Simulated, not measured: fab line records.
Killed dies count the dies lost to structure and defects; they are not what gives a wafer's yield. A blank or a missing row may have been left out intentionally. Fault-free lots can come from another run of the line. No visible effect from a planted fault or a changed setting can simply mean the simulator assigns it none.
A struck lot beside a sound one -- flow sfq-line -- 42 steps out of a route of 325
Sound: these wafers, L697.4, L697.5, L697.6. Wafers L701.1, L701.2, L701.3 were the ones struck. The cause comes at the end.
At each step with rows: each side's tool, then ch and its chambers, then its first start. Under that, the readings that differ: sound wafers -- struck wafers -- difference of the means -- sigmas: that difference in standard deviations of wafers without a fault.
alike: readings with means less than 2 such deviations apart, plus words and numbers identical on both sides. not compared: withheld readings, readings lacking a value on some wafer, bounds such as >300 that could conceal the same value, and numbers that have no deviation in the record and whose values overlap.
A row with sigmas, a row that says differs or no value, or rows on one side alone: a step with any of these is where the two part. Numbers that don't overlap but have no deviation are shown without sigmas and don't part them. Lack of a reading on every wafer of one side parts them only where that side has two or more wafers.

first, 6 steps without rows for these wafers: SFQ_TRILAYER_M1_LITHO_COAT_044 (resist thk 62 nm); SFQ_TRILAYER_M1_LITHO_COAT_039 (resist thk 600 nm); SFQ_TRILAYER_M1_LITHO_SOFTBAKE_043; SFQ_TRILAYER_M1_LITHO_EXPOSE_040 (exposes mask M1, target cd 500 nm); SFQ_TRILAYER_M1_LITHO_PEB_042 (peb time 60 s); SFQ_TRILAYER_M1_LITHO_DEVELOP_041 (time 60 s).
SFQ_M1_OVL_MEAS_911:
  sound on overlay-02 at day 15 11:34; struck on overlay-01 at day 16 17:29
  alike: M1_OVL
then, 1 step without rows for these wafers: SFQ_TRILAYER_M1_BARC_OPEN_METAL_ETCH_054 (etches BARC in O2, target depth 125 nm, time 41.7 s).
SFQ_TRILAYER_M1_ETCH_METAL_ETCH_042: etches Nb in Cl2/Ar, stops on SiO2, target depth 240 nm, time 120 s.
  sound on rie-metal-01 ch 0,1, day 15 11:41; struck on rie-metal-04 ch 0,1, day 16 17:35
  alike: drypump-motor-current-A, he-backside-leak-sccm, oes-product-au
  not compared: rf-hours-counter-h
then, 3 steps without rows for these wafers: SFQ_TRILAYER_M1_STRIP_STRIP_043 (strips in O2); SFQ_TRILAYER_M1_STRIP_SOLV_CLEAN_044 (cleans in NMP, time 600 s); SFQ_TRILAYER_I1_DEP_PECVD_045 (deposits SiO2 from SiH4/N2O, time 111.11 s, target thk 500 nm).
SFQ_TRILAYER_I1_CMP_CMP_046: polishes SiO2.
  sound on cmp-02 ch 2,3, day 16 00:49; struck on cmp-01 ch 0,1,2, day 17 00:51
reading,sound,struck,difference,sigmas
model.SiO2_of_TRILAYER_I1_DEP_PECVD_045.thk-nm (nm),200.1 200.4 199.8,178.8 180.3 179.4,-20.6,
  alike: motor-current-A, time-to-endpoint-s
SFQ_I1_BOW_MEAS_912:
  sound on film-metro-04 at day 16 03:53; struck on film-metro-04 at day 17 03:51
  alike: I1_BOW
SFQ_TRILAYER_I1_METRO_MEASURE_047:
  sound on film-metro-04 at day 16 04:32; struck on film-metro-04 at day 17 03:58
reading,sound,struck,difference,sigmas
thk-nm (nm),200.0 200.6 199.8,178.7 180.3 179.4,-20.7,-29
then, 6 steps without rows for these wafers: SFQ_TRILAYER_I1_VIA_LITHO_COAT_054 (resist thk 62 nm); SFQ_TRILAYER_I1_VIA_LITHO_COAT_049 (resist thk 650 nm); SFQ_TRILAYER_I1_VIA_LITHO_SOFTBAKE_053; SFQ_TRILAYER_I1_VIA_LITHO_EXPOSE_050 (exposes mask I1, target cd 500 nm); SFQ_TRILAYER_I1_VIA_LITHO_PEB_052 (peb time 60 s); SFQ_TRILAYER_I1_VIA_LITHO_DEVELOP_051 (time 60 s).
-- the record jumps here: 7 days lie between the struck wafers' starts before and after --
SFQ_I1_OVL_MEAS_913:
  sound on overlay-02 at day 22 15:23; struck on overlay-02 at day 23 21:58
  alike: I1_OVL
then, 1 step without rows for these wafers: SFQ_TRILAYER_I1_VIA_BARC_OPEN_VIA_ETCH_071 (etches BARC in O2, target depth 125 nm, time 41.7 s).
SFQ_TRILAYER_I1_VIA_ETCH_VIA_ETCH_052: etches SiO2 in CHF3, stops on Nb, target depth 260 nm.
  sound on rie-diel-03 ch 0,1,2, day 22 15:30; struck on rie-diel-04 ch 1,2,3, day 23 22:02
reading,sound,struck,difference,sigmas
oes-product-au (a.u.),0.866 0.859 0.855,0.808 0.805 0.807,-0.053,-12
model.I1.feature-depth-nm (nm),200.1 200.4 199.8,178.8 180.3 179.4,-20.6,
model.etch.depth-nm (nm),200.1 200.4 199.8,178.8 180.3 179.4,-20.6,
  alike: drypump-motor-current-A
SFQ_TRILAYER_I1_VIA_STRIP_STRIP_053: strips in O2.
  sound on rie-metal-04 ch 0,1, day 22 15:46; struck on rie-metal-01 ch 0,1, day 23 22:10
  alike: drypump-motor-current-A, he-backside-leak-sccm, oes-product-au
  not compared: rf-hours-counter-h
then, 1 step without rows for these wafers: SFQ_TRILAYER_I1_VIA_STRIP_SOLV_CLEAN_054 (cleans in NMP, time 600 s).
SFQ_TRILAYER_M2_DEP_PRE_CLEAN_056: time 22.5 s.
  sound on pvd-sputter-03 at day 22 16:20; struck on pvd-sputter-05 at day 23 22:57
reading,sound,struck,difference,sigmas
model.SiO2_of_TRILAYER_I1_DEP_PECVD_045.thk-nm (nm),192.6 192.9 192.3,171.3 172.8 171.9,-20.6,
SFQ_TRILAYER_M2_DEP_SPUTTER_055: material Nb, target thk 200 nm, time 133.3 s.
  sound on pvd-sputter-03 at day 22 16:22; struck on pvd-sputter-05 at day 23 22:59
  alike: base-pressure-pa, substrate-temp-c, throttle-valve-pct
SFQ_M2_RS_MEAS_914: uses a four-point probe to measure.
  sound on film-metro-04 at day 22 16:31; struck on film-metro-02 at day 23 23:04
  alike: M2_NB_RS
then, 6 steps without rows for these wafers: SFQ_TRILAYER_M2_LITHO_COAT_062 (resist thk 62 nm); SFQ_TRILAYER_M2_LITHO_COAT_057 (resist thk 600 nm); SFQ_TRILAYER_M2_LITHO_SOFTBAKE_061; SFQ_TRILAYER_M2_LITHO_EXPOSE_058 (exposes mask M2, target cd 500 nm); SFQ_TRILAYER_M2_LITHO_PEB_060 (peb time 60 s); SFQ_TRILAYER_M2_LITHO_DEVELOP_059 (time 60 s).
SFQ_M2_OVL_MEAS_916:
  sound on overlay-02 at day 23 01:35; struck on overlay-01 at day 24 01:30
  alike: M2_OVL
then, 2 steps without rows for these wafers: SFQ_TRILAYER_M2_BARC_OPEN_METAL_ETCH_077 (etches BARC in O2, target depth 125 nm, time 41.7 s); SFQ_TRILAYER_M2_ETCH_METAL_ETCH_060 (etches Nb in Cl2/Ar, stops on SiO2, target depth 240 nm, time 120 s).
SFQ_TRILAYER_M2_STRIP_STRIP_061: strips in O2.
  sound on rie-metal-03 ch 0,1, day 23 01:59; struck on rie-metal-02 ch 0,1, day 24 01:43
  alike: drypump-motor-current-A, he-backside-leak-sccm, oes-product-au
  not compared: rf-hours-counter-h
then, 1 step without rows for these wafers: SFQ_TRILAYER_M2_STRIP_SOLV_CLEAN_062 (cleans in NMP, time 600 s).
SFQ_TRILAYER_I2_DEP_PECVD_063: deposits SiO2 from SiH4/N2O, time 111.11 s, target thk 500 nm.
  sound on pecvd-03 ch 0,1,2, day 23 02:36; struck on pecvd-01 ch 0,1,2, day 24 02:29
  alike: heater-power-w, throttle-valve-pct
-- the record jumps here: 52 days lie between the struck wafers' starts before and after --
SFQ_M8_BOW_MEAS_951:
  sound on film-metro-02 at day 75 06:26; struck on film-metro-01 at day 76 08:46
reading,sound,struck,difference,sigmas
model.etest.i1.link-ohm,1.979 1.983 1.97,1.95 1.961 1.962,-0.02,
  alike: M8_BOW

## WHERE THEY PART
At SFQ_TRILAYER_I1_METRO_MEASURE_047 first; at SFQ_TRILAYER_I1_VIA_ETCH_VIA_ETCH_052 last (within this record only). Later steps at which nothing parts them and some readings are alike: SFQ_TRILAYER_I1_VIA_STRIP_STRIP_053, SFQ_TRILAYER_M2_DEP_SPUTTER_055, SFQ_M2_RS_MEAS_914, SFQ_M2_OVL_MEAS_916, SFQ_TRILAYER_M2_STRIP_STRIP_061, SFQ_TRILAYER_I2_DEP_PECVD_063, SFQ_M8_BOW_MEAS_951.

WHY: what the simulator had put in
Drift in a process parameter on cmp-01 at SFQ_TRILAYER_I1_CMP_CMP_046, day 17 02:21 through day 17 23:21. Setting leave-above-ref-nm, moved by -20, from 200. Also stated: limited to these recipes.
